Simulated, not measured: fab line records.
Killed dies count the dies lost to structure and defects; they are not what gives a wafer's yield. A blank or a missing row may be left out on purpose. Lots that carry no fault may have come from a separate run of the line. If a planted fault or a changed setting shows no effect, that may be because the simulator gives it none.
fab line records ; flow sky130
record: lots: 5; wafers: 15; last_day: 50
route steps=708 shown VT_ADJUST_NCORE@123 VT_ADJUST_HVTR@131
lots with no fault: from the same line, run without faults
start_h: hours from the record's first day to the start of the lot's first wafer shown ; wait_h: hours from the lot's prior step to this one ; " as in the row above ; L1.1+2: a single row standing in for several wafers ; - either no value or no given start ; * or withheld: withheld ; < > ~ a bound
route shown NAME@n: NAME is a module with steps in the file, n the number in the route of the first one ; usual: the fault-free wafers' mean and standard deviation ; same: alike in all rows ; chamber/n: place in a boat ; sites: the reading at each site ; _std_site: their standard deviation ; _edge_site: mean of outer sites minus mean of inner sites ; radius_mm: for every site, how far away it sits from the centre of the wafer ; mask NAME#n: copy n ; behind: the tool/chamber that last shaped the wafer ; hold: why the lot was held/for how many hours/how that ended ; device: which transistor (n, p or np) failed to switch ; end of line: at the end of the route, the tests of the same wafers ; where a step has no rows: the recipe by itself ; killed: dies lost to structure and defects at the first sort, not the wafer's yield ; map: per-die view of a wafer (x killed, . not killed, _ where there is no die)
set.NAME: the run value of the setting; set.NAME@STEP: its run value at that earlier step ; model.NAME: the simulator's own value behind a step, which no gauge read
lots at some steps of the route; a table a step, a row a wafer
services: the hour from which a tool's chamber was out of use, counted from the record's first day as start_h (under 0 if before that day), plus the number of hours and why
== steps ==
step: SKY_VT_ADJUST_NCORE_EXPOSE_04
recipe: mask_id: LVTN_COMPLEMENT_THIN; na: 0.6; source_shape: conventional; sigma_outer: 0.6; polarization: unpolarized; target_cd_nm: 380; dose_mj: 139
lot.wafer;tool;chamber;start_h;wait_h;mask
L083.1+2+3;iline_stepper-02;0;-;-;LVTN_COMPLEMENT_THIN#0
L088.2+3+4;iline_stepper-01;0;-;-;LVTN_COMPLEMENT_THIN#0
L089.2+3+6;iline_stepper-01;0;-;-;LVTN_COMPLEMENT_THIN#0
L094.2+3+6;iline_stepper-01;0;-;-;LVTN_COMPLEMENT_THIN#0
L097.2+3+5;iline_stepper-02;0;-;-;LVTN_COMPLEMENT_THIN#0
step: SKY_VT_ADJUST_NCORE_PEB_05
recipe: temp_c: withheld; time_s: *; resist: NOVOLAK
lot.wafer;tool;chamber;start_h;wait_h
L083.1+2+3;litho_track-04;0;-;-
L088.2+3+4;litho_track-03;0;-;-
L089.2+3+6;litho_track-03;0;-;-
L094.2+3+6;litho_track-04;0;-;-
L097.2+3+5;litho_track-04;0;-;-
step: SKY_VT_ADJUST_NCORE_DEVELOP_06
recipe: resist: NOVOLAK; developer: TMAH; develop_time_s: 60; dev_temp_c: 23
usual: developer_temp_C: 23.01/0.11
lot.wafer;tool;chamber;start_h;wait_h;developer_temp_C
L083.1;litho_track-04;0;244.03;0.1;23.03
L083.2;litho_track-04;0;244.03;0.1;22.91
L083.3;litho_track-04;0;244.03;0.1;23.13
L088.2;litho_track-03;0;276.10;0.1;23.02
L088.3;litho_track-03;0;276.10;0.1;22.97
L088.4;litho_track-03;0;276.10;0.1;22.98
L089.2;litho_track-03;0;283.35;0.1;22.84
L089.3;litho_track-03;0;283.35;0.1;22.80
L089.6;litho_track-03;0;283.35;0.1;22.84
L094.2;litho_track-04;0;324.06;0.1;23.11
L094.3;litho_track-04;0;324.06;0.1;23.03
L094.6;litho_track-04;0;324.06;0.1;23.15
L097.2;litho_track-04;0;343.76;0.1;22.94
L097.3;litho_track-04;0;343.76;0.1;23.02
L097.5;litho_track-04;0;343.76;0.1;23.03
step: SKY_VT_ADJUST_NCORE_CD_MEAS_07
recipe: target_cd_nm: 380
usual: cd_nm: 379.3/2
lot.wafer;tool;chamber;start_h;wait_h;cd_nm
L083.1;cd_sem-02;-;244.18;0.1;376.5
L083.2;cd_sem-02;-;244.18;0.1;377.8
L083.3;cd_sem-02;-;244.18;0.1;376.9
L088.2;cd_sem-01;-;276.25;0.1;380.1
L088.3;cd_sem-01;-;276.25;0.1;378.2
L088.4;cd_sem-01;-;276.25;0.1;380.0
L089.2;cd_sem-02;-;283.50;0.1;381.5
L089.3;cd_sem-02;-;283.50;0.1;382.7
L089.6;cd_sem-02;-;283.50;0.1;379.5
L094.2;cd_sem-01;-;324.20;0.1;378.9
L094.3;cd_sem-01;-;324.20;0.1;381.3
L094.6;cd_sem-01;-;324.20;0.1;379.5
L097.2;cd_sem-01;-;343.97;0.2;377.7
L097.3;cd_sem-01;-;343.97;0.2;378.5
L097.5;cd_sem-01;-;343.97;0.2;379.7
step: SKY_VT_ADJUST_NCORE_OVL_MEAS_08
usual: VT_ADJUST_NCORE_OVL: -0.8/1.3
lot.wafer;tool;chamber;start_h;wait_h;VT_ADJUST_NCORE_OVL[nm]
L083.1;overlay-01;-;244.30;0.1;0.0
L083.2;overlay-01;-;244.30;0.1;2.4
L083.3;overlay-01;-;244.30;0.1;2.0
L088.2;overlay-02;-;276.35;0.1;1.0
L088.3;overlay-02;-;276.35;0.1;1.1
L088.4;overlay-02;-;276.35;0.1;-0.2
L089.2;overlay-02;-;283.60;0.1;-1.1
L089.3;overlay-02;-;283.60;0.1;-0.9
L089.6;overlay-02;-;283.60;0.1;-2.2
L094.2;overlay-01;-;324.31;0.1;-2.5
L094.3;overlay-01;-;324.31;0.1;-3.2
L094.6;overlay-01;-;324.31;0.1;-2.1
L097.2;overlay-02;-;344.07;0.1;0.1
L097.3;overlay-02;-;344.07;0.1;1.0
L097.5;overlay-02;-;344.07;0.1;-1.1
step: SKY_VT_ADJUST_NCORE_IMPLANT_09
recipe: species: B; energy_kev: 10; dose_cm2: 2.4e+12; tilt_deg: withheld
lot.wafer;tool;chamber;start_h;wait_h
L083.1+2+3;implanter-03;0;244.34;0.0
L088.2+3+4;implanter-03;0;276.41;0.0
L089.2+3+6;implanter-03;0;283.66;0.0
L094.2+3+6;implanter-01;0;324.36;0.0
L097.2+3+5;implanter-04;0;344.13;0.0
step: SKY_VT_ADJUST_NCORE_STRIP_10
recipe: chemistry: O2/N2; power_w: 1400; pressure_mtorr: 1500; platen_temp_c: withheld; o2_flow_sccm: 3000; n2_flow_sccm: 300; overash_fraction: 0.5
usual: drypump_motor_current_A: 5.8/0.56; oes_product_au: 0.715/0.0047; strip_time_to_endpoint_s: 14.18/0.043
lot.wafer;tool;chamber;start_h;wait_h;drypump_motor_current_A;oes_product_au;rf_hours_counter_h;strip_time_to_endpoint_s
L083.1;plasma_asher-04;0;244.49;0.1;6.0;0.714;12;14.21
L083.2;plasma_asher-04;1;244.49;0.1;6.5;0.717;12;14.23
L083.3;plasma_asher-04;0;244.49;0.1;6.0;0.723;-;14.22
L088.2;plasma_asher-01;0;276.53;0.1;6.0;0.705;46;14.23
L088.3;plasma_asher-01;0;276.53;0.1;6.0;0.710;-;14.16
L088.4;plasma_asher-01;1;276.53;0.1;5.3;0.715;-;14.15
L089.2;plasma_asher-01;1;283.78;0.1;5.3;0.711;47;14.20
L089.3;plasma_asher-01;1;283.78;0.1;5.3;0.718;-;14.24
L089.6;plasma_asher-01;0;283.78;0.1;6.0;0.715;-;14.23
L094.2;plasma_asher-04;0;324.49;0.1;6.0;0.714;21;14.14
L094.3;plasma_asher-04;1;324.49;0.1;6.5;0.714;-;14.12
L094.6;plasma_asher-04;1;324.49;0.1;6.5;0.706;-;14.14
L097.2;plasma_asher-04;1;344.25;0.1;6.5;0.711;23;14.20
L097.3;plasma_asher-04;1;344.25;0.1;6.5;0.714;-;14.22
L097.5;plasma_asher-04;1;344.25;0.1;6.4;0.716;-;14.18
step: SKY_VT_ADJUST_NCORE_TW_MEAS_11
usual: VT_ADJUST_NCORE_TW: 217.7/2.5
lot.wafer;tool;chamber;start_h;wait_h;VT_ADJUST_NCORE_TW
L083.1;film_metro-04;-;244.59;0.1;217.2
L083.2;film_metro-04;-;244.59;0.1;215.2
L083.3;film_metro-04;-;244.59;0.1;216.0
L088.2;film_metro-04;-;276.64;0.1;217.5
L088.3;film_metro-04;-;276.64;0.1;218.3
L088.4;film_metro-04;-;276.64;0.1;217.7
L089.2;film_metro-04;-;283.89;0.1;218.4
L089.3;film_metro-04;-;283.89;0.1;217.0
L089.6;film_metro-04;-;283.89;0.1;218.7
L094.2;film_metro-03;-;324.60;0.1;216.7
L094.3;film_metro-03;-;324.60;0.1;214.7
L094.6;film_metro-03;-;324.60;0.1;215.7
L097.2;film_metro-02;-;344.36;0.1;221.5
L097.3;film_metro-02;-;344.36;0.1;223.0
L097.5;film_metro-02;-;344.36;0.1;222.2
step: SKY_VT_ADJUST_HVTR_DEHYDRATE_00
recipe: temp_c: 200; time_s: 60
lot.wafer;tool;chamber;start_h;wait_h
L083.1+2+3;litho_track-02;0;255.45;10.9
L088.2+3+4;litho_track-04;0;288.26;11.6
L089.2+3+6;litho_track-03;0;295.30;11.4
L094.2+3+6;litho_track-03;0;337.15;12.5
L097.2+3+5;litho_track-02;0;357.67;13.3
step: SKY_VT_ADJUST_HVTR_HMDS_01
recipe: prime_time_s: 60; prime_temp_c: 120
lot.wafer;tool;chamber;start_h;wait_h
L083.1+2+3;litho_track-02;0;255.60;0.1
L088.2+3+4;litho_track-04;0;288.41;0.1
L089.2+3+6;litho_track-03;0;295.45;0.1
L094.2+3+6;litho_track-03;0;337.30;0.1
L097.2+3+5;litho_track-02;0;357.82;0.1
== services ==
tool;chamber;start_h;hours;kind
iline_stepper-01;-;212.84;1.7;pm
plasma_asher-01;-;221.84;5.4;repair
iline_stepper-01;0;225.84;-;calibration
implanter-04;-;242.79;31.9;pm
implanter-03;-;248.83;6.2;repair
iline_stepper-02;-;255.25;4.4;pm
implanter-04;-;274.68;3.3;pm
implanter-01;-;284.41;6.4;pm
plasma_asher-01;-;292.93;46.3;repair
implanter-04;-;304.68;3.7;repair
iline_stepper-02;-;307.92;9.1;repair
plasma_asher-04;-;320.73;2.9;repair
implanter-04;-;339.33;2.8;repair
plasma_asher-04;-;350.92;3.7;repair
iline_stepper-01;-;354.36;-;calibration
== key ==
fault none
